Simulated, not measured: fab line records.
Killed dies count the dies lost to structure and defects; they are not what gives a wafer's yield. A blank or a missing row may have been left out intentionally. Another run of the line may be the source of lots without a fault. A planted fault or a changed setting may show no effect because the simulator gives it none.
A lot that was struck, set against a sound lot    flow gf180mcu    30 out of 602 route steps
Sound: wafers L437.2, L437.3, L437.4. Struck: wafer L447.1. (L447.2, L447.5 of the same lot were not struck and are left out.) The cause comes at the end.
Each step with rows lists, per side, the tool, then ch with its chambers, then its first start. Under that, the readings that differ: sound wafers    struck wafers    difference of the means    sigmas: that difference in standard deviations of wafers without a fault.
alike: same words and numbers on both sides, and readings whose means sit less than 2 such deviations apart. not compared: any withheld reading, any reading some wafer has no value for, any bound like >300 that may hide the same value, and any number with overlapping values for which the record gives no deviation.
A row with sigmas, a row that says differs or no value, or rows on one side alone: a step with any of these is where the two part. Numbers that have no deviation but don't overlap get no sigmas and don't part them. Lack of a reading on every wafer of one side parts them only where that side has two or more wafers.

first, 3 steps without rows for these wafers: GF_PSD_EXPOSE_04 (exposes mask Pplus, target cd 400 nm); GF_PSD_PEB_05; GF_PSD_DEVELOP_06 (develop time 60 s).
GF_PSD_CD_MEAS_07 targets a cd of 400 nm.
  sound on cd_sem-01 at day 18 10:17; struck on cd_sem-01 at day 21 17:55
  alike: cd_nm
GF_PSD_OVL_MEAS_08:
  sound on overlay-02 at day 18 10:23; struck on overlay-02 at day 21 18:02
reading       sound           struck  difference  sigmas
PSD_OVL (nm)  -1.2 -2.3 -2.4  1.4     +3.4        +2
following that, these wafers have no rows for 1 step: GF_PSD_IMPLANT_09.
GF_PSD_STRIP_10: strips in O2/N2.
  sound on plasma_asher-03 ch 0,1, day 18 10:34; struck on plasma_asher-04 ch 0, day 21 18:13
reading                       sound              struck  difference  sigmas
heater_power_w (W)            444 445 381        331     -92         -2
strip_time_to_endpoint_s (s)  16.48 16.46 16.46  16.56   +0.09       +2
  alike: drypump_motor_current_A, oes_product_au
  not compared: rf_hours_counter_h
GF_PSD_TW_MEAS_11:
  sound on film_metro-02 at day 18 10:40; struck on film_metro-01 at day 21 18:19
  alike: PSD_TW
then, 1 step without rows for these wafers: GF_PSD_CLEAN_12 (cleans in SC1/SC2, time 150 s).
GF_PSD_RTA_13: time 20 s.
  sound on rtp_anneal-02 ch 0, day 18 10:47; struck on rtp_anneal-01 ch 0, day 21 18:25
reading           sound                 struck  difference  sigmas
wafer_temp_C_max  1032.7 1032.3 1031.6  1029.4  -2.8        -3
  alike: lamp_power_pct
GF_PSD_RS_MEAS_14: measures by four-point-probe.
  sound on film_metro-01 at day 18 10:53; struck on film_metro-02 at day 21 18:31
  alike: NSD_RS
GF_PSD_RS_MEAS_15: measures by four-point-probe.
  sound on film_metro-01 at day 18 11:00; struck on film_metro-02 at day 21 18:38
  alike: PSD_RS
GF_SAB_CVD_00: deposits SiO2 from TEOS, target thk 50 nm, time 4.9302 s.
  sound on pecvd-02 ch 0,2, day 18 11:06; struck on pecvd-01 ch 0, day 21 18:45
reading                               sound              struck  difference  sigmas
model.SiO2_of_SAB_CVD_00.thk_nm (nm)  48.48 49.29 50.37  38.01   -11.37      
  alike: heater_power_w
  not compared: susceptor_temp_C
GF_SAB_THK_MEAS_01:
  sound on film_metro-04 at day 18 11:08; struck on film_metro-04 at day 21 18:46
reading              sound           struck  difference  sigmas
SAB_CVD_00_THK (nm)  48.5 49.3 50.4  38.0    -11.4       -14
then, 7 steps without rows for these wafers: GF_SAB_DEHYDRATE_02 (time 60 s); GF_SAB_HMDS_03 (prime time 60 s); GF_SAB_COAT_04 (resist thk 1000 nm); GF_SAB_SOFTBAKE_05 (time 60 s); GF_SAB_EXPOSE_06 (exposes mask SAB, target cd 420 nm); GF_SAB_PEB_07; GF_SAB_DEVELOP_08 (develop time 60 s).
GF_SAB_CD_MEAS_09 targets a cd of 420 nm.
  sound on cd_sem-01 at day 19 10:59; struck on cd_sem-01 at day 22 18:22
  alike: cd_nm
GF_SAB_OVL_MEAS_10:
  sound on overlay-02 at day 19 11:07; struck on overlay-01 at day 22 18:29
  alike: SAB_OVL
GF_SAB_ETCH_11: etches SiO2 in C4F8/O2/Ar, target depth 55 nm, time 8.5 s.
  sound on rie_diel-03 ch 0,3, day 19 11:09; struck on rie_diel-03 ch 2, day 22 18:32
  alike: oes_product_au
  not compared: rf_hours_counter_h
then, 1 step without rows for these wafers: GF_SAB_WET_ETCH_12 (etches SiO2 in dHF, target depth 22 nm, time 440 s).
GF_SAB_STRIP_13: strips in O2/N2.
  sound on plasma_asher-04 ch 0,1, day 19 11:18; struck on plasma_asher-04 ch 1, day 22 18:41
reading                sound              struck  difference  sigmas
oes_product_au (a.u.)  0.707 0.711 0.704  0.721   +0.014      +3
  alike: drypump_motor_current_A, heater_power_w, strip_time_to_endpoint_s
  not compared: rf_hours_counter_h
then, 1 step without rows for these wafers: GF_SALICIDE_CLEAN_00 (cleans in SC1/SC2, time 150 s).
GF_SALICIDE_WET_ETCH_01: etches SiO2 in dHF, target depth 5 nm, time 100 s.
  sound on wet_bench-01 ch 1, day 19 11:27; struck on wet_bench-03 ch 2, day 22 18:50
reading                               sound             struck  difference  sigmas
model.SiO2_of_SAB_CVD_00.thk_nm (nm)  37.88 38.7 39.75  27.23   -11.55      
GF_SALICIDE_SPUTTER_02: material Co, target thk 10 nm, time 20 s.
  sound on pvd_sputter-03 at day 19 11:29; struck on pvd_sputter-02 at day 22 18:52
  alike: throttle_valve_pct
following that, these wafers have no rows for 1 step: GF_PASSIVATION_PROBE_99.

WHERE THEY PART
First at GF_PSD_OVL_MEAS_08; last, within this record, at GF_SAB_STRIP_13. Later steps at which nothing parts them and some readings are alike: GF_SALICIDE_SPUTTER_02.

WHY: what the simulator had put in
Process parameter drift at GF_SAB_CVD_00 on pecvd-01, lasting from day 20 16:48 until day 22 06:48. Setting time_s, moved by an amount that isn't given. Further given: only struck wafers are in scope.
